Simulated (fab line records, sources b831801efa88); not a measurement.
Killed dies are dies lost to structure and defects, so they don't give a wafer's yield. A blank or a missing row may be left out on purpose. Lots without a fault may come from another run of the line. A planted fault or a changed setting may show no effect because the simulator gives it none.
fab line records | flow sky130
record lots=5 wafers=15 last_day=50
route steps=708 shown METAL5@671 PASSIVATION@681 PAD_OPEN@694
lots that met no fault: from a run of the same line without faults
start_h: hours from the record's first day to the start of the lot's first wafer shown | wait_h: hours since the lot's step before | " the same as in the row above | L1.1+2: a row that stands for several wafers | - no value, or no start given | * or withheld: withheld | < > ~ a bound
route shown NAME@n: a module of which the file shows steps, and the number in the route of the first | usual: mean/standard deviation of fault-free wafers | same: alike in all rows | chamber/n: place in a boat | sites: the reading at each site | _std_site: their standard deviation | _edge_site: outer sites' mean less inner sites' | radius_mm: how far each site lies from the wafer's centre | mask NAME#n: copy n | behind: the tool/chamber that last shaped the wafer | hold: why the lot was held/for how many hours/how that ended | device: the transistor (n, p or np) that didn't switch | end of line: the same wafers' tests at the end of the route | a step without rows: its recipe alone | killed: dies lost to structure and defects at the first sort, not the wafer's yield | map: a wafer's dies, x killed, . not, _ none there
set.NAME: the setting as run; set.NAME@STEP: as run at that earlier step | model.NAME: the simulator's own value behind a step, which no gauge read
lots at some steps of the route; a table a step, a row a wafer
services: from which hour (start_h, from the record's first day; less than 0 if before it) a tool's chamber was out of use, for how many hours, and why
## steps
# step SKY_METAL5_SOFTBAKE_10
# recipe temp_c=90 time_s=60 resist=NOVOLAK
# step SKY_METAL5_EXPOSE_11
# recipe mask_id=MM5 na=0.6 source_shape=conventional sigma_outer=0.6 polarization=unpolarized target_cd_nm=1600 dose_mj=190
# step SKY_METAL5_PEB_12
# recipe temp_c=withheld time_s=* resist=NOVOLAK
# step SKY_METAL5_DEVELOP_13
# recipe resist=NOVOLAK developer=TMAH develop_time_s=60 dev_temp_c=23
# step SKY_METAL5_DESCUM_14
# recipe chemistry=O2 source_power_w=150 bias_power_w=0 pressure_mtorr=10 temp_c=40 time_s=11
# step SKY_METAL5_METAL_ETCH_15
# recipe target_depth_a=12600 stop_on=SiO2 over_etch_frac=0.2 time_s=252 chemistry=Cl2/BCl3 resist_sidewall_deg=86 pressure_mtorr=10 icp_w=900 bias_w=48.5 Cl2_flow_sccm=60 bcl3_flow_sccm=30
# usual drypump_motor_current_A=5.6/0.53 he_backside_leak_sccm=3.4/0.32 oes_product_au=0.894/0.0049 throttle_valve_pct=22.263/0.0085
# columns lot.wafer tool chamber start_h wait_h drypump_motor_current_A he_backside_leak_sccm oes_product_au rf_hours_counter_h throttle_valve_pct
L143.2 rie_metal-03 0 1043.21 0.0 4.9 3.4 0.890 21 22.262
L143.5 " 0 " " 4.9 3.5 0.896 - 22.267
L143.6 " 1 " " 5.5 3.3 0.894 - 22.261
L148.1 rie_metal-03 0 1075.68 0.0 4.9 3.9 0.894 23 22.253
L148.4 " 0 " " 4.9 3.6 0.887 - 22.273
L148.5 " 0 " " 4.9 3.9 0.892 - 22.252
L153.1 rie_metal-01 0 1105.83 0.0 6.2 3.6 0.882 7 22.263
L153.4 " 0 " " 6.2 3.7 0.894 - 22.254
L153.5 " 1 " " 5.1 3.2 0.894 - 22.272
L158.1 rie_metal-03 1 1134.66 0.0 5.5 3.3 0.899 15 22.245
L158.3 " 1 " " 5.5 3.3 0.892 - 22.269
L158.6 " 1 " " 5.5 3.2 0.892 - 22.275
L163.1 rie_metal-04 0 1156.01 0.0 6.4 3.2 0.899 10 22.269
L163.5 " 0 " " 6.4 3.3 0.887 - 22.272
L163.6 " 1 " " 5.5 3.6 0.897 - 22.270
# step SKY_METAL5_STRIP_16
# recipe chemistry=O2/N2 power_w=1400 pressure_mtorr=1500 platen_temp_c=withheld o2_flow_sccm=3000 n2_flow_sccm=300 overash_fraction=0.5
# usual drypump_motor_current_A=5.6/0.41 oes_product_au=0.710/0.0043 strip_time_to_endpoint_s=13.07/0.09
# columns lot.wafer tool chamber start_h wait_h drypump_motor_current_A oes_product_au rf_hours_counter_h strip_time_to_endpoint_s
L143.2 plasma_asher-02 1 1043.44 0.2 5.8 0.713 92 13.05
L143.5 " 1 " " 5.8 0.705 - 13.05
L143.6 " 0 " " 5.6 0.711 - 13.15
L148.1 plasma_asher-01 1 1075.92 0.2 5.4 0.707 69 13.00
L148.4 " 1 " " 5.4 0.706 - 12.94
L148.5 " 0 " " 4.8 0.716 - 12.97
L153.1 plasma_asher-03 1 1106.07 0.2 5.8 0.710 38 12.99
L153.4 " 1 " " 5.9 0.709 - 12.99
L153.5 " 1 " " 5.9 0.700 - 13.02
L158.1 plasma_asher-01 0 1134.89 0.2 4.8 0.702 75 13.19
L158.3 " 0 " " 4.8 0.717 - 13.05
L158.6 " 0 " " 4.8 0.708 - 13.22
L163.1 plasma_asher-01 1 1156.24 0.2 5.5 0.710 77 13.21
L163.5 " 0 " " 4.8 0.709 - 13.17
L163.6 " 1 " " 5.4 0.711 - 12.98
# step SKY_METAL5_STRIP_17
# recipe chemistry=post_etch_residue_remover time_s=1200 temp_c=72.5
# step SKY_METAL5_CLEAN_18
# recipe chemistry=IPA time_s=180 temp_c=25
# step SKY_METAL5_CLEAN_19
# recipe chemistry=O3/DIW dry=n2_spin
# step SKY_PASSIVATION_CVD_00
# recipe material=SiO2 target_thk_nm=90 temp_c=400 time_s=withheld rf_w=600
# usual heater_power_w=659/110
# columns lot.wafer tool chamber start_h wait_h heater_power_w
L143.2 pecvd-03 1 1044.08 0.0 835
L143.5 " 0 " " 606
L143.6 " 2 " " 712
L148.1 pecvd-03 0 1076.58 0.0 617
L148.4 " 0 " " 619
L148.5 " 2 " " 634
L153.1 pecvd-01 2 1106.68 0.0 656
L153.4 " 1 " " 725
L153.5 " 0 " " 619
L158.1 pecvd-03 1 1135.48 0.0 816
L158.3 " 0 " " 511
L158.6 " 1 " " 824
L163.1 pecvd-03 2 1156.89 0.0 691
L163.5 " 2 " " 681
L163.6 " 0 " " 577
# step SKY_PASSIVATION_THK_MEAS_01
# recipe reads=SiO2_of_PASSIVATION_CVD_00
# usual PASSIVATION_CVD_00_THK=90.3/1.1
# columns lot.wafer tool chamber start_h wait_h PASSIVATION_CVD_00_THK[nm]
L143.2 film_metro-02 - 1044.11 - 89.7
L143.5 " - " " 89.4
L143.6 " - " " 91.1
L148.1 film_metro-03 - 1076.61 - 90.1
L148.4 " - " " 90.7
L148.5 " - " " 92.1
L153.1 film_metro-03 - 1106.70 - 87.7
L153.4 " - " " 89.6
L153.5 " - " " 90.6
L158.1 film_metro-03 - 1135.50 - 89.8
L158.3 " - " " 90.0
L158.6 " - " " 92.2
L163.1 film_metro-02 - 1156.91 - 90.7
L163.5 " - " " 90.7
L163.6 " - " " 91.5
# step SKY_PASSIVATION_CVD_02
# recipe material=Si3N4 target_thk_nm=540 temp_c=400 time_s=withheld rf_w=450
# usual heater_power_w=690/110
# columns lot.wafer tool chamber start_h wait_h heater_power_w model.Si3N4_of_PASSIVATION_CVD_02.thk_nm
L143.2 pecvd-01 2 1044.16 0.0 663 532.8
L143.5 " 2 " " 672 536.5
L143.6 " 1 " " 840 536
L148.1 pecvd-04 2 1076.67 0.1 559 534.2
L148.4 " 1 " " 695 535.4
L148.5 " 2 " " 597 546.9
L153.1 pecvd-04 2 1106.76 0.1 580 567.3
L153.4 " 2 " " 597 543
L153.5 " 0 " " 624 542.9
L158.1 pecvd-01 2 1135.56 0.1 574 523.7
L158.3 " 1 " " 869 527
L158.6 " 0 " " 647 539.6
L163.1 pecvd-01 2 1156.97 0.1 663 528.7
L163.5 " 0 " " 638 534.7
L163.6 " 2 " " 712 535.8
# step SKY_PASSIVATION_THK_MEAS_03
# recipe reads=Si3N4_of_PASSIVATION_CVD_02
# usual PASSIVATION_CVD_02_THK=539/6.9
# columns lot.wafer tool chamber start_h wait_h PASSIVATION_CVD_02_THK[nm]
L143.2 film_metro-01 - 1044.39 - 533
L143.5 " - " " 536
L143.6 " - " " 536
L148.1 film_metro-03 - 1076.89 - 534
L148.4 " - " " 535
L148.5 " - " " 547
L153.1 film_metro-01 - 1106.99 - 568
L153.4 " - " " 543
L153.5 " - " " 543
L158.1 film_metro-02 - 1135.79 - 524
L158.3 " - " " 527
L158.6 " - " " 540
L163.1 film_metro-03 - 1157.20 - 529
L163.5 " - " " 535
L163.6 " - " " 536
# step SKY_PASSIVATION_DEHYDRATE_04
# recipe temp_c=200 time_s=60
# step SKY_PASSIVATION_HMDS_05
# recipe prime_time_s=60 prime_temp_c=120
# step SKY_PASSIVATION_COAT_06
# recipe spin_rpm=2000 resist_thk_nm=3000
# step SKY_PASSIVATION_SOFTBAKE_07
# recipe temp_c=110 time_s=withheld
# step SKY_PASSIVATION_EXPOSE_08
# recipe mask_id=NSM target_cd_nm=3000 na=0.57 dose_mj=260
# step SKY_PASSIVATION_PEB_09
# recipe temp_c=115 time_s=withheld
# step SKY_PASSIVATION_DEVELOP_10
# recipe develop_time_s=60 dev_temp_c=23
# step SKY_PASSIVATION_ETCH_11
# recipe chemistry=CF4/O2 target_depth_nm=725 stop_on=AlCu source_w=800 bias_w=150 pressure_mtorr=150 cf4_flow_sccm=80 O2_flow_sccm=10 time_s=161.1
# usual drypump_motor_current_A=6.0/0.39 oes_product_au=0.977/0.0071 throttle_valve_pct=5.964/0.0087
# columns lot.wafer tool chamber start_h wait_h drypump_motor_current_A oes_product_au rf_hours_counter_h throttle_valve_pct model.etch.depth_nm model.PASSIVATION.feature_depth_nm
L143.2 rie_diel-04 0 1066.12 - 6.4 0.975 19 5.965 697.4 697.4
L143.5 " 2 " " 5.4 0.979 - 5.971 701.3 701.3
L143.6 " 3 " " 6.0 0.976 - 5.977 701.7 701.7
L148.1 rie_diel-02 0 1097.67 - 6.3 0.973 26 5.978 699.8 699.8
L148.4 " 2 " " 5.4 0.971 - 5.961 702 702
L148.5 " 3 " " 6.4 0.982 - 5.972 715.2 715.2
L153.1 rie_diel-01 1 1126.62 - 5.8 0.990 24 5.972 724.7 724.7
L153.4 " 3 " " 6.1 0.986 6 5.966 707.8 707.8
L153.5 " 3 " " 6.1 0.976 - 5.967 708.6 708.6
L158.1 rie_diel-04 3 1153.62 - 5.9 0.970 8 5.958 687.2 687.2
L158.3 " 2 " " 5.5 0.963 16 5.940 690.8 690.8
L158.6 " 0 " " 6.4 0.981 - 5.967 705.4 705.4
L163.1 rie_diel-04 0 1173.65 - 6.4 0.975 22 5.958 693 693
L163.5 " 1 " " 6.6 0.973 - 5.952 700.2 700.2
L163.6 " 2 " " 5.4 0.967 - 5.960 700.9 700.9
# step SKY_PASSIVATION_STRIP_12
# recipe chemistry=O2/N2 power_w=1400 pressure_mtorr=1500 platen_temp_c=withheld overash_fraction=0.7 o2_flow_sccm=3000 n2_flow_sccm=300
# usual drypump_motor_current_A=5.3/0.34 oes_product_au=0.660/0.0048 strip_time_to_endpoint_s=31.58/0.11
# columns lot.wafer tool chamber start_h wait_h drypump_motor_current_A oes_product_au rf_hours_counter_h strip_time_to_endpoint_s
L143.2 plasma_asher-04 1 1066.23 0.1 5.3 0.655 0 31.59
L143.5 " 0 " " 5.1 0.664 - 31.61
L143.6 " 1 " " 5.2 0.648 - 31.74
L148.1 plasma_asher-01 0 1097.78 0.1 4.8 0.658 71 31.67
L148.4 " 0 " " 4.8 0.664 - 31.69
L148.5 " 1 " " 5.4 0.659 - 31.58
L153.1 plasma_asher-01 0 1126.72 0.1 4.8 0.666 74 31.64
L153.4 " 1 " " 5.4 0.666 - 31.70
L153.5 " 0 " " 4.8 0.664 - 31.59
L158.1 plasma_asher-01 0 1153.73 0.1 4.8 0.660 76 31.70
L158.3 " 1 " " 5.5 0.658 - 31.58
L158.6 " 1 " " 5.5 0.662 - 31.65
L163.1 plasma_asher-01 0 1173.76 0.1 4.8 0.663 78 31.73
L163.5 " 1 " " 5.4 0.661 - 31.65
L163.6 " 0 " " 4.8 0.660 - 31.71
# step SKY_PAD_OPEN_DEHYDRATE_00
# recipe temp_c=200 time_s=60
# step SKY_PAD_OPEN_HMDS_01
# recipe prime_time_s=60 prime_temp_c=120
# step SKY_PAD_OPEN_COAT_02
# recipe spin_rpm=2000 resist_thk_nm=3000
# step SKY_PAD_OPEN_SOFTBAKE_03
# recipe temp_c=110 time_s=withheld
# step SKY_PAD_OPEN_EXPOSE_04
# recipe mask_id=PDM target_cd_nm=60000 na=0.57 dose_mj=260
# step SKY_PAD_OPEN_PEB_05
# recipe temp_c=115 time_s=withheld
# step SKY_PAD_OPEN_DEVELOP_06
# recipe develop_time_s=60 dev_temp_c=23
# step SKY_PAD_OPEN_ETCH_07
# recipe chemistry=CF4/O2 target_depth_nm=725 stop_on=AlCu source_w=800 bias_w=150 pressure_mtorr=150 cf4_flow_sccm=80 O2_flow_sccm=10 time_s=161.1
# usual drypump_motor_current_A=5.9/0.37 oes_product_au=0.978/0.0073 throttle_valve_pct=5.965/0.0085
# columns lot.wafer tool chamber start_h wait_h drypump_motor_current_A oes_product_au rf_hours_counter_h throttle_valve_pct model.etch.depth_nm model.PAD_OPEN.feature_depth_nm
L143.2 rie_diel-02 1 1087.02 - 6.0 0.968 21 5.967 697.4 697.4
L143.5 " 0 " " 6.3 0.979 - 5.953 701.3 701.3
L143.6 " 3 " " 6.4 0.977 - 5.952 701.7 701.7
L148.1 rie_diel-03 0 1117.40 - 6.2 0.979 26 5.974 699.8 699.8
L148.4 " 0 " " 6.1 0.970 - 5.975 702 702
L148.5 " 1 " " 5.4 0.984 - 5.957 715.2 715.2
L153.1 rie_diel-02 2 1144.37 - 5.4 0.986 21 5.963 722.6 722.6
L153.4 " 1 " " 6.0 0.973 21 5.964 707.8 707.8
L153.5 " 3 " " 6.4 0.986 - 5.958 708.6 708.6
L158.1 rie_diel-01 0 1170.57 - 5.7 0.963 26 5.966 687.2 687.2
L158.3 " 3 " " 6.1 0.969 8 5.975 690.8 690.8
L158.6 " 3 " " 6.1 0.980 - 5.970 705.4 705.4
L163.1 rie_diel-03 0 1189.87 - 6.1 0.968 29 5.974 693 693
L163.5 " 2 " " 5.1 0.975 - 5.959 700.2 700.2
L163.6 " 3 " " 5.9 0.973 - 5.972 700.9 700.9
# step SKY_PAD_OPEN_STRIP_08
# recipe chemistry=O2/N2 power_w=1400 pressure_mtorr=1500 platen_temp_c=withheld overash_fraction=0.7 o2_flow_sccm=3000 n2_flow_sccm=300
# usual drypump_motor_current_A=5.43/0.29 oes_product_au=0.664/0.0048 strip_time_to_endpoint_s=37.07/0.12
# columns lot.wafer tool chamber start_h wait_h drypump_motor_current_A oes_product_au rf_hours_counter_h strip_time_to_endpoint_s
L143.2 plasma_asher-01 0 1087.12 0.1 4.82 0.669 70 37.17
L143.5 " 0 " " 4.80 0.663 - 37.27
L143.6 " 1 " " 5.45 0.662 - 37.23
L148.1 plasma_asher-04 1 1117.51 0.1 5.27 0.665 5 37.09
L148.4 " 0 " " 5.14 0.654 - 37.12
L148.5 " 0 " " 5.13 0.659 - 36.97
L153.1 plasma_asher-02 1 1144.48 0.1 5.77 0.659 102 36.89
L153.4 " 1 " " 5.77 0.668 - 36.99
L153.5 " 1 " " 5.78 0.667 - 37.05
L158.1 plasma_asher-01 1 1170.68 0.1 5.41 0.662 78 36.96
L158.3 " 0 " " 4.82 0.661 - 37.00
L158.6 " 1 " " 5.42 0.661 - 36.88
L163.1 plasma_asher-01 0 1189.97 0.1 4.81 0.658 80 37.08
L163.5 " 0 " " 4.81 0.664 - 37.14
L163.6 " 1 " " 5.40 0.666 - 36.94
# step SKY_PAD_OPEN_STRIP_09
# recipe chemistry=post_etch_residue_remover time_s=1200 temp_c=72.5
# usual temp_c=72.51/0.13
# columns lot.wafer tool chamber start_h wait_h temp_c model.Si3N4_of_PASSIVATION_CVD_02.thk_nm
L143.2 wet_bench-03 1 1087.22 0.1 72.49 532.5
L143.5 " 1 " " 72.42 536.2
L143.6 " 1 " " 72.59 535.6
L148.1 wet_bench-03 1 1117.61 0.1 72.65 533.8
L148.4 " 1 " " 72.46 535
L148.5 " 1 " " 72.63 546.5
L153.1 wet_bench-03 2 1144.58 0.1 72.48 566.9
L153.4 " 2 " " 72.40 542.7
L153.5 " 2 " " 72.41 542.6
L158.1 wet_bench-04 1 1170.78 0.1 72.23 523.4
L158.3 " 1 " " 72.38 526.6
L158.6 " 1 " " 72.61 539.2
L163.1 wet_bench-03 2 1190.07 0.1 72.52 528.3
L163.5 " 2 " " 72.55 534.3
L163.6 " 2 " " 72.44 535.4
# step SKY_PAD_OPEN_CLEAN_10
# recipe chemistry=IPA time_s=180 temp_c=25
# step SKY_PAD_OPEN_PROBE_99
# usual defect_limited_yield=82.4/2 killed_at_M0_to_M3=44/6.8 killed_at_M4_up=3.4/2 killed_at_contacts=24/5.2 killed_at_front_end=15/5.2 killed_at_other=0.2/0.46 killed_dies=87/9.8 killed_on_rim=17/3.8 killed_open=47/7.5 killed_short=39/6.8 sort_bin_3_pad_short=0.8/0.37 sort_bin_5_function=10.5/1.5 sort_bin_6_memory=6.3/1.2 sort_n_pass=405/9.8 sort_yield_pct=82.4/2
# same gross_dies=492 killed_at_back_side=0 sort_bin_4_leakage[%]=0 sort_bin_8_speed[%]=0
# columns lot.wafer tool chamber start_h wait_h defect_limited_yield[%] killed_at_M0_to_M3 killed_at_M4_up killed_at_contacts killed_at_front_end killed_at_other killed_dies killed_on_rim killed_open killed_short sort_bin_3_pad_short[%] sort_bin_5_function[%] sort_bin_6_memory[%] sort_n_pass sort_yield_pct[%]
L143.2 prober-02 - 1089.39 0.1 83.9 38 4 21 15 1 79 16 45 34 1.4 8.9 5.7 413 83.9
L143.5 prober-02 - 1089.54 0.2 80.9 41 1 35 17 0 94 19 49 45 0.4 11.8 6.9 398 80.9
L143.6 prober-02 - 1089.59 0.2 83.3 48 2 18 14 0 82 19 48 34 0.6 9.3 6.7 410 83.3
L148.1 prober-01 - 1119.72 0.1 81.5 49 2 29 11 0 91 22 49 42 0.6 11.4 6.5 401 81.5
L148.4 prober-01 - 1119.87 0.2 81.9 44 1 29 15 0 89 17 43 46 1.2 9.1 7.7 403 81.9
L148.5 prober-01 - 1119.92 0.2 82.9 47 2 23 12 0 84 20 46 38 1.0 10.2 5.9 408 82.9
L153.1 prober-01 - 1146.70 0.1 80.9 41 4 21 28 0 94 26 53 41 0.8 11.0 7.3 398 80.9
L153.4 prober-01 - 1146.85 0.2 84.3 39 2 23 13 0 77 14 52 25 1.0 8.5 6.1 415 84.3
L153.5 prober-01 - 1146.90 0.2 81.1 47 2 26 18 0 93 22 46 47 1.0 9.8 8.1 399 81.1
L158.1 prober-01 - 1172.92 0.1 84.8 48 2 17 8 0 75 11 38 37 1.0 8.5 5.7 417 84.8
L158.3 prober-01 - 1173.02 0.2 85.6 31 2 24 14 0 71 11 41 30 0.8 7.1 6.5 421 85.6
L158.6 prober-01 - 1173.17 0.2 82.3 48 2 20 17 0 87 19 52 35 0.4 11.6 5.7 405 82.3
L163.1 prober-02 - 1192.20 0.1 82.9 45 2 18 19 0 84 17 56 28 1.0 10.4 5.7 408 82.9
L163.5 prober-02 - 1192.40 0.2 82.5 55 4 21 6 0 86 19 47 39 1.2 9.6 6.7 406 82.5
L163.6 prober-02 - 1192.45 0.2 83.1 41 4 21 16 1 83 17 49 34 0.8 10.2 5.9 409 83.1
# killed by level:class
L143.2 VIA1:geometric_particle:open=13 CONTACT:geometric_particle:open=9 FIELD_ISO:geometric_particle:open=5 LI_CONTACT:geometric_particle:open=4 CONTACT:geometric_particle:short=4 METAL2:geometric_particle:short=4 VIA2:geometric_particle:short=4 VIA3:geometric_particle:open=4
L143.5 LI_CONTACT:geometric_particle:open=12 VIA1:geometric_particle:open=10 CONTACT:geometric_particle:open=9 CONTACT:geometric_particle:short=6 METAL2:geometric_particle:short=6 VIA2:geometric_particle:open=6 FIELD_ISO:geometric_particle:short=5 POLY_GATE:geometric_particle:short=5
L143.6 VIA1:geometric_particle:open=19 VIA3:geometric_particle:open=9 CONTACT:geometric_particle:short=7 METAL1:geometric_particle:short=6 FIELD_ISO:geometric_particle:short=5 LI_CONTACT:geometric_particle:open=5 VIA2:geometric_particle:open=5 POLY_GATE:geometric_particle:open=3
L148.1 VIA2:geometric_particle:open=11 VIA1:geometric_particle:open=9 CONTACT:geometric_particle:open=7 CONTACT:geometric_particle:short=7 METAL1:geometric_particle:short=7 LI_CONTACT:geometric_particle:open=6 LOCAL_INTERCONNECT:geometric_particle:short=5 METAL2:geometric_particle:short=5
L148.4 VIA2:geometric_particle:open=9 VIA3:geometric_particle:open=9 METAL2:geometric_particle:short=7 CONTACT:geometric_particle:short=7 LI_CONTACT:geometric_particle:open=7 VIA1:geometric_particle:open=6 LOCAL_INTERCONNECT:geometric_particle:short=5 CONTACT:geometric_particle:open=5
L148.5 VIA1:geometric_particle:open=9 CONTACT:geometric_particle:open=8 METAL1:geometric_particle:short=8 VIA3:geometric_particle:open=7 METAL2:geometric_particle:short=6 VIA2:geometric_particle:open=6 CONTACT:geometric_particle:short=5 LI_CONTACT:geometric_particle:open=4
L153.1 VIA1:geometric_particle:open=9 VIA3:geometric_particle:open=8 FIELD_ISO:geometric_particle:open=7 LI_CONTACT:geometric_particle:open=7 FIELD_ISO:geometric_particle:short=6 VIA2:geometric_particle:open=6 POLY_GATE:geometric_particle:open=5 LOCAL_INTERCONNECT:geometric_particle:short=5
L153.4 VIA1:geometric_particle:open=10 LI_CONTACT:geometric_particle:open=9 CONTACT:geometric_particle:open=9 VIA2:geometric_particle:open=8 VIA3:geometric_particle:short=4 FIELD_ISO:geometric_particle:short=3 FIELD_ISO:geometric_particle:open=3 METAL2:geometric_particle:open=3
L153.5 VIA2:geometric_particle:open=9 LI_CONTACT:geometric_particle:open=9 POLY_GATE:geometric_particle:short=7 CONTACT:geometric_particle:open=7 CONTACT:geometric_particle:short=6 VIA1:geometric_particle:open=6 VIA1:geometric_particle:short=5 METAL2:geometric_particle:short=5
L158.1 VIA1:geometric_particle:open=10 VIA1:geometric_particle:short=7 VIA2:geometric_particle:short=7 LI_CONTACT:geometric_particle:open=5 LOCAL_INTERCONNECT:geometric_particle:short=5 METAL1:geometric_particle:short=5 CONTACT:geometric_particle:open=4 VIA2:geometric_particle:open=4
L158.3 LI_CONTACT:geometric_particle:open=10 CONTACT:geometric_particle:open=8 VIA1:geometric_particle:open=7 METAL3:geometric_particle:short=6 VIA2:geometric_particle:open=4 FIELD_ISO:geometric_particle:open=3 SONOS_ONO:geometric_particle:short=3 POLY_GATE:geometric_particle:open=3
L158.6 VIA1:geometric_particle:open=10 VIA3:geometric_particle:open=9 CONTACT:geometric_particle:open=8 FIELD_ISO:geometric_particle:open=6 FIELD_ISO:geometric_particle:short=6 LI_CONTACT:geometric_particle:open=5 VIA2:geometric_particle:open=5 METAL2:geometric_particle:short=5
L163.1 VIA1:geometric_particle:open=16 VIA2:geometric_particle:open=10 CONTACT:geometric_particle:open=6 LI_CONTACT:geometric_particle:open=5 FIELD_ISO:geometric_particle:short=4 FIELD_ISO:geometric_particle:open=4 CONTACT:geometric_particle:short=4 VIA3:geometric_particle:open=4
L163.5 VIA1:geometric_particle:open=16 VIA1:geometric_particle:short=8 LI_CONTACT:geometric_particle:open=7 VIA2:geometric_particle:open=6 CONTACT:geometric_particle:short=5 METAL2:geometric_particle:short=5 VIA3:geometric_particle:open=5 VIA3:geometric_particle:short=4
L163.6 VIA1:geometric_particle:open=17 CONTACT:geometric_particle:open=8 FIELD_ISO:geometric_particle:open=6 VIA2:geometric_particle:open=6 LI_CONTACT:geometric_particle:open=5 METAL1:geometric_particle:short=5 FIELD_ISO:geometric_particle:short=4 VIA3:geometric_particle:open=4
## services
# columns tool chamber start_h hours kind
rie_metal-04 1 1019.89 15.9 repair
pecvd-04 - 1031.93 2.8 pm
rie_diel-01 1 1039.92 1.5 repair
plasma_asher-01 - 1048.08 2.8 pm
plasma_asher-04 - 1055.25 9.0 pm
rie_diel-04 - 1058.04 2.6 repair
pecvd-03 - 1071.42 2.8 pm
pecvd-01 - 1075.79 1.5 repair
rie_diel-04 3 1094.49 5.6 repair
rie_diel-02 1 1096.57 46.1 repair
rie_metal-03 - 1096.68 0.3 repair
rie_diel-01 - 1097.53 0.6 repair
rie_diel-04 2 1098.89 5.2 repair
rie_diel-04 0 1103.21 13.4 repair
rie_diel-03 2 1106.12 21.3 repair
pecvd-01 - 1112.04 2.8 pm
pecvd-03 1 1119.25 5.5 scheduled_down
plasma_asher-04 - 1126.10 3.5 repair
rie_diel-02 2 1161.34 1.4 repair
rie_metal-04 0 1170.43 2.5 repair
rie_diel-03 - 1172.00 0.5 repair
rie_metal-01 0 1179.01 4.7 repair
rie_diel-04 - 1179.26 0.5 repair
pecvd-03 0 1180.62 - clean
## key
first_sign step=SKY_PASSIVATION_THK_MEAS_03 reading=PASSIVATION_CVD_02_THK direction=up sigmas=4.2 usual=539 struck=568
effect none on later readings
model_effect step=SKY_PASSIVATION_CVD_02 value=Si3N4_of_PASSIVATION_CVD_02.thk_nm without=537.7 struck=567.3
model_effect step=SKY_PASSIVATION_ETCH_11 value=etch.depth_nm without=700.2 struck=724.7
model_effect step=SKY_PAD_OPEN_ETCH_07 value=etch.depth_nm without=700.2 struck=722.6
model_effect step=SKY_PAD_OPEN_STRIP_09 value=Si3N4_of_PASSIVATION_CVD_02.thk_nm without=537.3 struck=566.9
met_at SKY_PASSIVATION_CVD_02
struck_wafers L153.1
onset_between 1076.67 1106.76
fault kind=process_parameter_drift tool=pecvd-04 chamber=- onset_h=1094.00 steps=SKY_PASSIVATION_CVD_02 channel=time_s offset=withheld shape=step end_h=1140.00 scope=struck_wafers_only acts_in=*
